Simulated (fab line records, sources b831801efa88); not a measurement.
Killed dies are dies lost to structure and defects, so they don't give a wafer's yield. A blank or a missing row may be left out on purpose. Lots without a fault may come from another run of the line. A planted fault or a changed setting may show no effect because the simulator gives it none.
fab line records | flow sky130
record lots=7 wafers=20 last_day=49
route steps=708 shown RES_PROTECT@212 POLY_GATE@213 PAD_OPEN@708
lots that met no fault: from a run of the same line without faults
start_h: hours from the record's first day to the start of the lot's first wafer shown | wait_h: hours since the lot's step before | " the same as in the row above | L1.1+2: a row that stands for several wafers | - no value, or no start given | * or withheld: withheld | < > ~ a bound
route shown NAME@n: a module of which the file shows steps, and the number in the route of the first | usual: mean/standard deviation of fault-free wafers | same: alike in all rows | chamber/n: place in a boat | sites: the reading at each site | _std_site: their standard deviation | _edge_site: outer sites' mean less inner sites' | radius_mm: how far each site lies from the wafer's centre | mask NAME#n: copy n | behind: the tool/chamber that last shaped the wafer | hold: why the lot was held/for how many hours/how that ended | device: the transistor (n, p or np) that didn't switch | end of line: the same wafers' tests at the end of the route | a step without rows: its recipe alone | killed: dies lost to structure and defects at the first sort, not the wafer's yield | map: a wafer's dies, x killed, . not, _ none there
set.NAME: the setting as run; set.NAME@STEP: as run at that earlier step | model.NAME: the simulator's own value behind a step, which no gauge read
lots at some steps of the route; a table a step, a row a wafer
services: from which hour (start_h, from the record's first day; less than 0 if before it) a tool's chamber was out of use, for how many hours, and why
## steps
# step SKY_RES_PROTECT_DEVELOP_06
# recipe resist=NOVOLAK developer=TMAH develop_time_s=60 dev_temp_c=23
# step SKY_POLY_GATE_IMPLANT_02
# recipe species=P energy_kev=30 dose_cm2=7.7e+15 tilt_deg=0
# step SKY_RES_PROTECT_STRIP_07
# recipe chemistry=O2/N2 power_w=1400 pressure_mtorr=1500 platen_temp_c=withheld o2_flow_sccm=3000 n2_flow_sccm=300 overash_fraction=0.5
# usual drypump_motor_current_A=5.9/0.34 oes_product_au=0.517/0.005 strip_time_to_endpoint_s=23.28/0.048
# columns lot.wafer tool chamber start_h wait_h drypump_motor_current_A oes_product_au rf_hours_counter_h strip_time_to_endpoint_s
L544.2 plasma_asher-04 1 388.29 0.1 6.5 0.512 26 23.30
L544.4 " 1 " " 6.5 0.519 - 23.28
L544.6 " 1 " " 6.5 0.519 - 23.27
L546.2 plasma_asher-02 0 410.66 0.1 5.7 0.518 72 23.24
L546.3 " 0 " " 5.7 0.517 - 23.29
L546.5 " 0 " " 5.7 0.516 - 23.23
L547.3 plasma_asher-02 0 418.84 0.1 5.8 0.519 - 23.26
L547.4 " 1 " " 6.3 0.519 - 23.28
L547.6 " 0 " " 5.7 0.520 - 23.23
L549.1 plasma_asher-03 0 437.84 0.1 5.5 0.519 62 23.25
L549.3 " 1 " " 5.5 0.509 - 23.30
L549.5 " 0 " " 5.5 0.518 - 23.33
L551.2 plasma_asher-02 1 451.74 0.1 6.3 0.520 2 23.29
L551.3 " 1 " " 6.2 0.521 - 23.34
L551.5 " 1 " " 6.2 0.514 - 23.38
L556.2 plasma_asher-02 1 490.14 0.1 6.2 0.521 6 23.29
L556.4 " 0 " " 5.7 0.518 - 23.25
L558.1 plasma_asher-02 0 504.46 0.1 5.7 0.516 7 23.20
L558.2 " 1 " " 6.2 0.515 7 23.27
L558.5 " 1 " " 6.3 0.519 - 23.23
# step SKY_RES_PROTECT_TW_MEAS_08
# usual POLY_GATE_TW=4018/23
# columns lot.wafer tool chamber start_h wait_h POLY_GATE_TW
L544.2 film_metro-02 - 388.40 0.1 4007
L544.4 " - " " 3999
L544.6 " - " " 4006
L546.2 film_metro-04 - 410.77 0.1 4046
L546.3 " - " " 4021
L546.5 " - " " 4026
L547.3 film_metro-02 - 418.93 0.1 4017
L547.4 " - " " 4014
L547.6 " - " " 4027
L549.1 film_metro-02 - 437.94 0.1 4016
L549.3 " - " " 4010
L549.5 " - " " 4025
L551.2 film_metro-04 - 451.88 0.1 4014
L551.3 " - " " 4025
L551.5 " - " " 4017
L556.2 film_metro-02 - 490.25 0.1 4003
L556.4 " - " " 4013
L558.1 film_metro-04 - 504.56 0.1 4012
L558.2 " - " " 4014
L558.5 " - " " 4003
# step SKY_RES_PROTECT_CLEAN_09
# recipe chemistry=SC1/SC2 mix=1:4:20 temp_c=70 time_s=150 dry=n2_spin
# step SKY_POLY_GATE_CVD_03
# recipe material=Si3N4 precursor=DCS/NH3 target_thk_nm=75 temp_c=770 time_s=1290 pressure_mtorr=250
# step SKY_POLY_GATE_THK_MEAS_04
# recipe reads=Si3N4_of_POLY_GATE_CVD_03
# usual POLY_GATE_CVD_03_THK=74.4/0.86
# columns lot.wafer tool chamber start_h wait_h POLY_GATE_CVD_03_THK[nm]
L544.2 film_metro-03 - 391.15 0.0 74.7
L544.4 " - " " 75.2
L544.6 " - " " 75.0
L546.2 film_metro-03 - 413.53 0.0 75.9
L546.3 " - " " 75.6
L546.5 " - " " 74.7
L547.3 film_metro-01 - 422.71 0.0 72.8
L547.4 " - " " 72.7
L547.6 " - " " 72.8
L549.1 film_metro-03 - 439.41 0.0 74.0
L549.3 " - " " 73.9
L549.5 " - " " 74.0
L551.2 film_metro-03 - 453.34 0.0 72.9
L551.3 " - " " 74.1
L551.5 " - " " 73.6
L556.2 film_metro-04 - 491.72 0.0 75.6
L556.4 " - " " 75.3
L558.1 film_metro-03 - 506.03 0.0 75.1
L558.2 " - " " 75.8
L558.5 " - " " 75.2
# step SKY_POLY_GATE_DEHYDRATE_05
# recipe temp_c=200 time_s=60
# step SKY_POLY_GATE_HMDS_06
# recipe prime_time_s=60 prime_temp_c=120
# step SKY_POLY_GATE_COAT_07
# recipe resist=BARC temp_c=withheld time_s=withheld spin_rpm=3000 resist_thk_nm=110
# step SKY_POLY_GATE_COAT_08
# recipe resist=KrF-thick spin_rpm=3000 resist_thk_nm=450
# step SKY_POLY_GATE_SOFTBAKE_09
# recipe temp_c=100 time_s=90 resist=KrF-thick
# step SKY_POLY_GATE_EXPOSE_10
# recipe mask_id=P1M na=0.68 source_shape=conventional sigma_outer=0.6 target_cd_nm=150 dose_mj=28
# usual exposure_dose_mJ_cm2=28.000/0.027 focus_offset_nm=0.0/0.52
# columns lot.wafer tool chamber start_h wait_h mask exposure_dose_mJ_cm2 focus_offset_nm
L544.2 krf_scanner-01 0 406.98 - P1M#0 28.039 -0.9
L544.4 " 0 " " P1M#0 28.036 -0.3
L544.6 " 0 " " P1M#0 28.065 -0.4
L546.2 krf_scanner-02 0 428.08 - P1M#0 27.986 0.2
L546.3 " 0 " " P1M#0 27.963 -0.1
L546.5 " 0 " " P1M#0 27.972 0.4
L547.3 krf_scanner-02 0 438.50 - P1M#0 29.855 0.8
L547.4 " 0 " " P1M#0 29.881 -0.1
L547.6 " 0 " " P1M#0 29.890 0.1
L549.1 krf_scanner-02 0 454.71 - P1M#0 29.431 0.4
L549.3 " 0 " " P1M#0 29.489 0.1
L549.5 " 0 " " P1M#0 29.474 0.2
L551.2 krf_scanner-02 0 469.26 - P1M#0 29.484 -0.7
L551.3 " 0 " " P1M#0 29.467 -0.7
L551.5 " 0 " " P1M#0 29.481 -0.3
L556.2 krf_scanner-01 0 507.42 - P1M#0 28.035 -0.2
L556.4 " 0 " " P1M#0 28.005 -0.6
L558.1 krf_scanner-01 0 520.96 - P1M#0 27.992 0.0
L558.2 " 0 " " P1M#0 27.983 0.5
L558.5 " 0 " " P1M#0 27.990 0.0
# step SKY_POLY_GATE_PEB_11
# recipe peb_temp_c=withheld peb_time_s=withheld resist=KrF-thick
# step SKY_POLY_GATE_DEVELOP_12
# recipe develop_time_s=60 resist=KrF-thick dev_temp_c=21
# step SKY_POLY_GATE_CD_MEAS_13
# recipe target_cd_nm=150
# usual cd_nm=149.8/1.2
# columns lot.wafer tool chamber start_h wait_h cd_nm
L544.2 cd_sem-01 - 420.88 - 150.6
L544.4 " - " " 149.5
L544.6 " - " " 150.6
L546.2 cd_sem-02 - 443.63 - 148.5
L546.3 " - " " 149.0
L546.5 " - " " 147.5
L547.3 cd_sem-01 - 453.50 - 138.1
L547.4 " - " " 138.4
L547.6 " - " " 139.0
L549.1 cd_sem-01 - 470.36 - 141.6
L549.3 " - " " 141.5
L549.5 " - " " 141.4
L551.2 cd_sem-01 - 484.08 - 141.9
L551.3 " - " " 141.7
L551.5 " - " " 141.3
L556.2 cd_sem-02 - 522.83 - 152.6
L556.4 " - " " 151.1
L558.1 cd_sem-02 - 536.71 - 150.0
L558.2 " - " " 150.7
L558.5 " - " " 151.4
# step SKY_POLY_GATE_OVL_MEAS_14
# usual POLY_GATE_OVL=-5/5.2
# columns lot.wafer tool chamber start_h wait_h POLY_GATE_OVL[nm]
L544.2 overlay-02 - 420.99 0.1 -2
L544.4 " - " " 4
L544.6 " - " " 2
L546.2 overlay-02 - 443.73 0.1 -7
L546.3 " - " " -7
L546.5 " - " " -6
L547.3 overlay-02 - 453.59 0.1 -6
L547.4 " - " " -6
L547.6 " - " " -8
L549.1 overlay-02 - 470.51 0.1 -2
L549.3 " - " " 3
L549.5 " - " " 4
L551.2 overlay-02 - 484.19 0.1 -1
L551.3 " - " " -4
L551.5 " - " " -1
L556.2 overlay-01 - 522.94 0.1 3
L556.4 " - " " -5
L558.1 overlay-01 - 536.83 0.1 -3
L558.2 " - " " -4
L558.5 " - " " -5
# step SKY_POLY_GATE_ETCH_15
# recipe chemistry=N2/H2 target=BARC ion_energy_ev=200 source_w=500 bias_w=100 pressure_mtorr=30 n2_flow_sccm=100 h2_flow_sccm=200 stop_on=SiO2 time_s=118.5 target_depth_a=1100
# usual drypump_motor_current_A=5.8/0.55 oes_product_au=0.715/0.0047 throttle_valve_pct=13.213/0.01
# columns lot.wafer tool chamber start_h wait_h drypump_motor_current_A oes_product_au rf_hours_counter_h throttle_valve_pct model.POLY_GATE.cd_nm
L544.2 rie_diel-04 2 421.02 0.0 5.6 0.711 7 13.208 149.9
L544.4 " 3 " " 4.7 0.714 27 13.202 148.8
L544.6 " 3 " " 4.7 0.712 - 13.210 151.1
L546.2 rie_diel-04 2 443.76 0.0 5.6 0.712 7 13.208 147
L546.3 " 1 " " 6.1 0.711 0 13.227 149.8
L546.5 " 2 " " 5.6 0.712 - 13.225 145.9
L547.3 rie_diel-04 0 453.62 0.0 6.2 0.720 23 13.220 137
L547.4 " 2 " " 5.6 0.718 8 13.226 136.2
L547.6 " 0 " " 6.2 0.714 - 13.202 137.4
L549.1 rie_diel-01 1 470.55 0.0 6.2 0.711 2 13.219 139.1
L549.3 " 3 " " 6.1 0.711 9 13.215 139.7
L549.5 " 3 " " 6.1 0.719 - 13.220 139.3
L551.2 rie_diel-04 3 484.22 0.0 4.7 0.710 28 13.208 140.9
L551.3 " 1 " " 6.2 0.721 1 13.206 141.9
L551.5 " 3 " " 4.7 0.731 - 13.199 140.8
L556.2 rie_diel-04 3 522.97 0.0 4.7 0.716 29 13.212 150.8
L556.4 " 2 " " 5.6 0.709 9 13.231 147.4
L558.1 rie_diel-02 2 536.87 0.0 5.5 0.717 1 13.209 152
L558.2 " 1 " " 5.6 0.720 4 13.226 150.2
L558.5 " 0 " " 5.7 0.711 - 13.203 151.8
# step SKY_POLY_GATE_ETCH_16
# recipe stop_on=poly-Si chemistry=CH3F/O2 target=Si3N4 source_w=400 bias_w=80 pressure_mtorr=25 ch3f_flow_sccm=40 O2_flow_sccm=30 time_s=147.5 target_depth_a=750
# usual drypump_motor_current_A=5.8/0.55 oes_product_au=0.638/0.0058 throttle_valve_pct=10.534/0.0094
# columns lot.wafer tool chamber start_h wait_h drypump_motor_current_A oes_product_au rf_hours_counter_h throttle_valve_pct
L544.2 rie_diel-04 2 421.10 0.0 5.6 0.630 7 10.550
L544.4 " 3 " " 4.7 0.642 27 10.529
L544.6 " 3 " " 4.7 0.639 - 10.541
L546.2 rie_diel-04 2 443.84 0.0 5.6 0.643 7 10.542
L546.3 " 1 " " 6.1 0.645 0 10.527
L546.5 " 2 " " 5.6 0.633 - 10.548
L547.3 rie_diel-04 0 453.70 0.0 6.3 0.626 23 10.529
L547.4 " 2 " " 5.6 0.624 8 10.538
L547.6 " 0 " " 6.2 0.642 - 10.526
L549.1 rie_diel-01 1 470.63 0.0 6.1 0.638 2 10.533
L549.3 " 3 " " 6.1 0.630 9 10.519
L549.5 " 3 " " 6.1 0.637 - 10.534
L551.2 rie_diel-04 3 484.30 0.0 4.7 0.621 28 10.529
L551.3 " 1 " " 6.1 0.627 1 10.538
L551.5 " 3 " " 4.7 0.639 - 10.550
L556.2 rie_diel-04 3 523.05 0.0 4.7 0.642 29 10.537
L556.4 " 2 " " 5.5 0.643 9 10.520
L558.1 rie_diel-02 2 536.95 0.0 5.5 0.646 1 10.549
L558.2 " 1 " " 5.6 0.641 4 10.539
L558.5 " 0 " " 5.7 0.645 - 10.540
# step SKY_POLY_GATE_ETCH_17
# recipe target_depth_nm=180 stop_on=SiO2 over_etch_frac=0.56667 chemistry=HBr/Cl2 target=poly-Si icp_w=400 bias_w=100 pressure_mtorr=10 HBr_flow_sccm=150 Cl2_flow_sccm=50 time_s=70.5
# usual drypump_motor_current_A=5.9/0.49 he_backside_leak_sccm=2.58/0.26 mfc_cl2_sccm=50.00/0.16 oes_product_au=0.991/0.0074 throttle_valve_pct=33.685/0.009
# columns lot.wafer tool chamber start_h wait_h drypump_motor_current_A he_backside_leak_sccm mfc_cl2_sccm oes_product_au rf_hours_counter_h throttle_valve_pct model.POLY_GATE.cd_nm
L544.2 rie_si-01 0 421.20 0.0 5.6 2.68 50.04 0.998 4 33.675 150.5
L544.4 " 2 " " 6.7 2.91 49.74 0.973 3 33.695 147.8
L544.6 " 0 " " 5.6 2.70 49.93 0.993 - 33.689 152.8
L546.2 rie_si-01 0 443.94 0.0 5.6 2.55 50.06 0.991 4 33.695 148.2
L546.3 " 2 " " 6.7 2.66 50.30 0.980 3 33.694 146.8
L546.5 " 2 " " 6.7 2.59 50.35 0.977 - 33.682 142
L547.3 rie_si-02 2 453.80 0.0 6.6 2.38 50.10 0.988 4 33.675 137.5
L547.4 " 1 " " 5.1 2.68 49.90 0.996 2 33.675 135.9
L547.6 " 0 " " 6.0 2.59 49.88 0.984 - 33.685 136.6
L549.1 rie_si-02 2 470.73 0.0 6.5 2.34 50.19 0.996 4 33.700 139.2
L549.3 " 3 " " 5.5 2.38 49.99 0.995 4 33.686 137.8
L549.5 " 0 " " 5.9 2.65 49.86 0.990 - 33.678 136.6
L551.2 rie_si-01 2 484.40 0.0 6.7 2.79 49.91 0.980 4 33.685 138.5
L551.3 " 1 " " 5.9 2.58 50.04 0.987 37 33.691 143.4
L551.5 " 3 " " 6.0 2.29 50.07 0.993 - 33.685 143.5
L556.2 rie_si-02 3 523.15 0.0 5.5 2.38 49.85 1.003 4 33.681 149.3
L556.4 " 2 " " 6.5 2.30 50.11 1.003 4 33.676 148.6
L558.1 rie_si-02 2 537.05 0.0 6.5 2.38 50.05 1.001 4 33.691 152.7
L558.2 " 1 " " 5.1 2.85 50.12 0.983 2 33.682 149.1
L558.5 " 0 " " 6.0 2.75 50.03 0.995 - 33.684 147.9
# step SKY_POLY_GATE_STRIP_18
# recipe chemistry=O2/N2 power_w=1400 pressure_mtorr=1500 platen_temp_c=withheld o2_flow_sccm=3000 n2_flow_sccm=300 overash_fraction=0.5
# usual drypump_motor_current_A=5.74/0.23 oes_product_au=0.361/0.0049 strip_time_to_endpoint_s=3.16/0.055
# columns lot.wafer tool chamber start_h wait_h drypump_motor_current_A oes_product_au rf_hours_counter_h strip_time_to_endpoint_s
L544.2 plasma_asher-03 0 421.25 0.0 5.51 0.356 60 3.17
L544.4 " 1 " " 5.55 0.370 - 3.29
L544.6 " 1 " " 5.56 0.362 - 3.24
L546.2 plasma_asher-03 1 444.00 0.0 5.55 0.367 62 3.16
L546.3 " 1 " " 5.54 0.367 - 3.25
L546.5 " 1 " " 5.54 0.367 - 3.18
L547.3 plasma_asher-01 0 453.89 0.1 5.91 0.352 - 3.09
L547.4 " 1 " " 5.68 0.365 - 3.17
L547.6 " 0 " " 5.94 0.366 - 3.12
L549.1 plasma_asher-02 1 470.78 0.0 6.25 0.359 4 3.13
L549.3 " 1 " " 6.26 0.359 - 3.16
L549.5 " 1 " " 6.26 0.358 - 3.15
L551.2 plasma_asher-03 1 484.46 0.0 5.53 0.370 66 3.31
L551.3 " 1 " " 5.56 0.365 - 3.22
L551.5 " 1 " " 5.54 0.366 - 3.23
L556.2 plasma_asher-03 1 523.21 0.0 5.53 0.357 70 3.21
L556.4 " 1 " " 5.53 0.359 - 3.13
L558.1 plasma_asher-03 0 537.10 0.0 5.49 0.359 72 3.08
L558.2 " 1 " " 5.57 0.369 72 3.20
L558.5 " 1 " " 5.56 0.363 - 3.11
# step SKY_PAD_OPEN_PROBE_99
# usual killed_at_M0_to_M3=43/6.3 killed_at_M4_up=3.0/1.6 killed_at_contacts=25/5 killed_at_front_end=15/4.4 killed_at_other=0.3/0.8 killed_dies=85/8.7 killed_open=47/6.9 killed_short=38/6.3
# same gross_dies=492 killed_at_back_side=0
# columns lot.wafer tool chamber start_h wait_h killed_at_M0_to_M3 killed_at_M4_up killed_at_contacts killed_at_front_end killed_at_other killed_dies killed_open killed_short model.etest.pfet_01v8.r_on_ohm_um model.etest.pfet_g5v0d10v5.r_on_ohm_um model.etest.res_poly.line_ohm_um model.etest.nfet_01v8.r_on_ohm_um model.etest.sonos_uncharged.r_on_ohm_um model.etest.res_high_po.line_ohm_um model.etest.nfet_01v8_lvt.drive_ua_um model.etest.sram_nfet_pass.drive_ua_um
L544.2 prober-02 - 1113.83 0.1 37 3 24 15 0 79 44 35 2886 4763 499.9 859.2 812.7 742.8 559.1 473.3
L544.4 prober-02 - 1113.93 0.2 37 4 21 10 1 73 38 35 2854 4772 525.1 842.5 808.9 758.9 571.5 490.2
L544.6 prober-02 - 1114.03 0.2 41 3 21 22 1 88 56 32 2965 4801 487.7 871 812.7 734.7 549.9 461.6
L546.2 prober-01 - 1129.29 0.1 39 5 24 21 0 89 46 43 2932 4815 521.9 848.3 820.1 749.6 555.5 459.9
L546.3 prober-01 - 1129.34 0.2 43 1 18 24 0 86 49 37 2906 4752 526.2 842.3 826.6 755.2 570.1 480.9
L546.5 prober-01 - 1129.44 0.2 40 3 22 13 0 78 41 37 2771 4738 549.1 821.3 803 738.8 574 498.9
L547.3 prober-02 - 1135.98 0.2 42 0 25 17 0 84 40 44 2740 4665 582.1 807.3 787.3 766.1 589.7 512.2
L547.4 prober-02 - 1136.03 0.2 46 0 22 11 0 79 44 35 2691 4644 590.4 783 767.3 751.2 603.5 531.6
L547.6 prober-02 - 1136.13 0.2 44 2 21 12 0 79 45 34 2708 4725 589.6 769.1 765.2 785.8 616.9 531.8
L549.1 prober-02 - 1142.81 0.1 30 1 26 11 0 68 32 36 2742 4729 573.3 791.2 797 799.2 592.3 501.3
L549.3 prober-02 - 1142.91 0.2 56 1 29 23 0 109 54 55 2694 4707 578.4 798.4 798.5 783 594.1 493.5
L549.5 prober-02 - 1143.01 0.2 41 2 33 7 0 83 48 35 2726 4736 599.2 808.1 799.9 794.3 588.4 486
L556.2 prober-01 - 1175.83 0.1 57 4 23 10 0 94 58 36 3023 4722 498.4 865.3 813 740.3 547.3 477.4
L556.4 prober-01 - 1175.93 0.2 43 3 21 11 0 78 45 33 2956 4738 505.6 854.1 806 741.2 556.8 485.3
L558.1 prober-02 - 1179.03 0.1 48 4 27 11 0 90 50 40 2883 4757 483.1 834 824.3 710.3 578.4 487.9
L558.2 prober-02 - 1179.08 0.1 39 5 21 21 0 86 41 45 2881 4804 508.9 842 818.5 735.3 578.9 488.9
L558.5 prober-02 - 1179.23 0.2 47 5 25 11 0 88 46 42 2876 4650 516.1 820.3 822.7 742.9 584.4 503.7
# killed by level:class
L544.2 CONTACT:geometric_particle:open=9 VIA1:geometric_particle:open=7 METAL2:geometric_particle:short=7 FIELD_ISO:geometric_particle:open=6 LI_CONTACT:geometric_particle:open=6 CONTACT:geometric_particle:short=5 VIA2:geometric_particle:open=5 FIELD_ISO:geometric_particle:short=3
L544.4 VIA1:geometric_particle:open=11 CONTACT:geometric_particle:open=8 LOCAL_INTERCONNECT:geometric_particle:short=7 METAL1:geometric_particle:short=6 VIA1:geometric_particle:short=5 VIA2:geometric_particle:short=4 FIELD_ISO:geometric_particle:open=3 FIELD_ISO:geometric_particle:short=3
L544.6 VIA3:geometric_particle:open=10 VIA1:geometric_particle:open=9 CONTACT:geometric_particle:open=8 VIA2:geometric_particle:open=8 POLY_GATE:geometric_particle:short=7 POLY_GATE:geometric_particle:open=7 FIELD_ISO:geometric_particle:open=6 LI_CONTACT:geometric_particle:open=4
L546.2 VIA1:geometric_particle:open=7 LI_CONTACT:geometric_particle:open=6 LOCAL_INTERCONNECT:geometric_particle:short=6 FIELD_ISO:geometric_particle:open=5 VIA1:geometric_particle:short=5 CONTACT:geometric_particle:open=5 METAL1:geometric_particle:short=5 VIA3:geometric_particle:open=5
L546.3 VIA1:geometric_particle:open=8 FIELD_ISO:geometric_particle:short=7 VIA3:geometric_particle:open=7 METAL2:geometric_particle:short=6 LI_CONTACT:geometric_particle:open=6 FIELD_ISO:geometric_particle:open=5 POLY_GATE:geometric_particle:open=5 CONTACT:geometric_particle:short=5
L546.5 VIA1:geometric_particle:open=10 METAL1:geometric_particle:short=8 LI_CONTACT:geometric_particle:short=7 CONTACT:geometric_particle:open=7 VIA3:geometric_particle:open=5 VIA2:geometric_particle:open=5 FIELD_ISO:geometric_particle:open=3 POLY_GATE:geometric_particle:open=3
L547.3 CONTACT:geometric_particle:open=9 VIA1:geometric_particle:open=9 POLY_GATE:geometric_particle:short=7 VIA1:geometric_particle:short=6 VIA2:geometric_particle:open=6 METAL2:geometric_particle:short=6 POLY_GATE:geometric_particle:open=5 LOCAL_INTERCONNECT:geometric_particle:short=5
L547.4 VIA1:geometric_particle:open=13 LI_CONTACT:geometric_particle:open=8 CONTACT:geometric_particle:open=6 METAL2:geometric_particle:short=6 VIA2:geometric_particle:open=6 VIA3:geometric_particle:open=5 VIA2:geometric_particle:short=5 METAL3:geometric_particle:short=5
L547.6 CONTACT:geometric_particle:open=11 VIA1:geometric_particle:open=11 METAL2:geometric_particle:short=8 VIA2:geometric_particle:open=7 LI_CONTACT:geometric_particle:open=5 VIA1:geometric_particle:short=5 FIELD_ISO:geometric_particle:short=4 POLY_GATE:geometric_particle:open=4
L549.1 CONTACT:geometric_particle:open=10 CONTACT:geometric_particle:short=6 VIA2:geometric_particle:short=6 FIELD_ISO:geometric_particle:short=5 VIA1:geometric_particle:short=5 VIA1:geometric_particle:open=5 LOCAL_INTERCONNECT:geometric_particle:open=4 LI_CONTACT:geometric_particle:open=3
L549.3 VIA3:geometric_particle:open=10 VIA2:geometric_particle:open=10 METAL2:geometric_particle:short=9 POLY_GATE:geometric_particle:open=9 CONTACT:geometric_particle:short=7 LI_CONTACT:geometric_particle:open=7 VIA2:geometric_particle:short=7 CONTACT:geometric_particle:open=6
L549.5 LI_CONTACT:geometric_particle:open=12 VIA2:geometric_particle:open=10 CONTACT:geometric_particle:open=9 LOCAL_INTERCONNECT:geometric_particle:short=8 VIA1:geometric_particle:open=7 VIA1:geometric_particle:short=5 CONTACT:geometric_particle:short=4 VIA3:geometric_particle:open=4
L556.2 VIA1:geometric_particle:open=18 LI_CONTACT:geometric_particle:open=12 VIA1:geometric_particle:short=6 CONTACT:geometric_particle:open=6 METAL2:geometric_particle:short=6 VIA3:geometric_particle:open=6 METAL1:geometric_particle:short=5 VIA2:geometric_particle:short=5
L556.4 VIA1:geometric_particle:open=12 CONTACT:geometric_particle:open=10 VIA1:geometric_particle:short=5 METAL1:geometric_particle:short=5 VIA2:geometric_particle:open=5 METAL2:geometric_particle:short=4 VIA3:geometric_particle:short=4 VIA3:geometric_particle:open=4
L558.1 VIA1:geometric_particle:open=16 LOCAL_INTERCONNECT:geometric_particle:short=9 LI_CONTACT:geometric_particle:open=9 VIA2:geometric_particle:open=7 VIA3:geometric_particle:open=4 CONTACT:geometric_particle:open=4 FIELD_ISO:geometric_particle:open=3 FIELD_ISO:geometric_particle:short=3
L558.2 VIA1:geometric_particle:open=11 POLY_GATE:geometric_particle:short=6 LI_CONTACT:geometric_particle:open=6 CONTACT:geometric_particle:open=6 METAL1:geometric_particle:short=6 VIA1:geometric_particle:short=5 SPACER:geometric_particle:short=4 SPACER:geometric_particle:open=4
L558.5 VIA1:geometric_particle:open=11 LI_CONTACT:geometric_particle:open=10 VIA3:geometric_particle:open=9 LOCAL_INTERCONNECT:geometric_particle:short=7 METAL2:geometric_particle:short=5 FIELD_ISO:geometric_particle:short=4 POLY_GATE:geometric_particle:short=4 CONTACT:geometric_particle:short=4
## services
# columns tool chamber start_h hours kind
krf_scanner-01 - 383.86 1.0 pm
krf_scanner-02 - 400.38 1.0 pm
rie_diel-04 - 418.32 0.6 repair
plasma_asher-02 - 421.25 9.0 pm
krf_scanner-02 - 429.11 1.3 pm
rie_diel-01 3 432.41 3.6 repair
krf_scanner-01 - 444.52 1.3 pm
krf_scanner-02 - 448.80 4.4 pm
rie_si-01 3 452.62 1.0 repair
krf_scanner-02 - 461.67 3.0 repair
krf_scanner-01 - 473.83 1.4 repair
rie_diel-01 3 473.88 6.0 repair
rie_diel-02 2 475.83 1.4 repair
plasma_asher-02 - 476.85 0.5 repair
rie_si-02 1 481.78 1.9 repair
plasma_asher-04 - 491.66 2.3 repair
krf_scanner-01 - 495.74 0.8 pm
krf_scanner-02 - 501.09 21.0 pm
plasma_asher-04 - 502.20 2.8 pm
rie_diel-02 2 517.71 13.2 repair
krf_scanner-02 - 522.09 3.6 pm
plasma_asher-02 - 522.21 6.2 repair
krf_scanner-02 - 530.26 0.8 pm
rie_si-01 2 534.15 8.8 repair
## key
first_sign step=SKY_POLY_GATE_EXPOSE_10 reading=exposure_dose_mJ_cm2 direction=up sigmas=60 usual=* struck=*
effect step=SKY_POLY_GATE_CD_MEAS_13 reading=cd_nm direction=down sigmas=7.9 usual=149.8 struck=140.5 through=control_loop
model_effect step=SKY_POLY_GATE_ETCH_15 value=POLY_GATE.cd_nm without=148.7 struck=139.2
model_effect step=SKY_POLY_GATE_ETCH_17 value=POLY_GATE.cd_nm without=148.3 struck=138.8
model_effect step=SKY_PAD_OPEN_PROBE_99 value=etest.pfet_01v8.r_on_ohm_um without=2865 struck=2717
met_at SKY_POLY_GATE_EXPOSE_10
struck_wafers L547.3,L547.4,L547.6,L549.1,L549.3,L549.5,L551.2,L551.3,L551.5
rows_end L551.2,L551.3,L551.5
tester_left_out L547,L549
loop_trim step=SKY_POLY_GATE_EXPOSE_10 setting=dose lots=L549,L551
onset_between 428.08 438.50
fault kind=process_parameter_drift tool=krf_scanner-02 chamber=- onset_h=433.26 steps=SKY_POLY_GATE_EXPOSE_10 channel=dose_mj offset=1.8524 shape=step acts_in=these_recipes_only stated=28
# tester_left_out: of these lots the tester's yield and bins aren't shown, on N5 and GAA mostly nor the transistor test; their killed dies are dies lost to structure and defects alone, not to doping, threshold or leakage, so they don't give the yield
# rows_end: these wafers met a further fault down the route, and their rows from its step on are left out
# loop_trim: a control loop set the setting to another value than it would have without faults
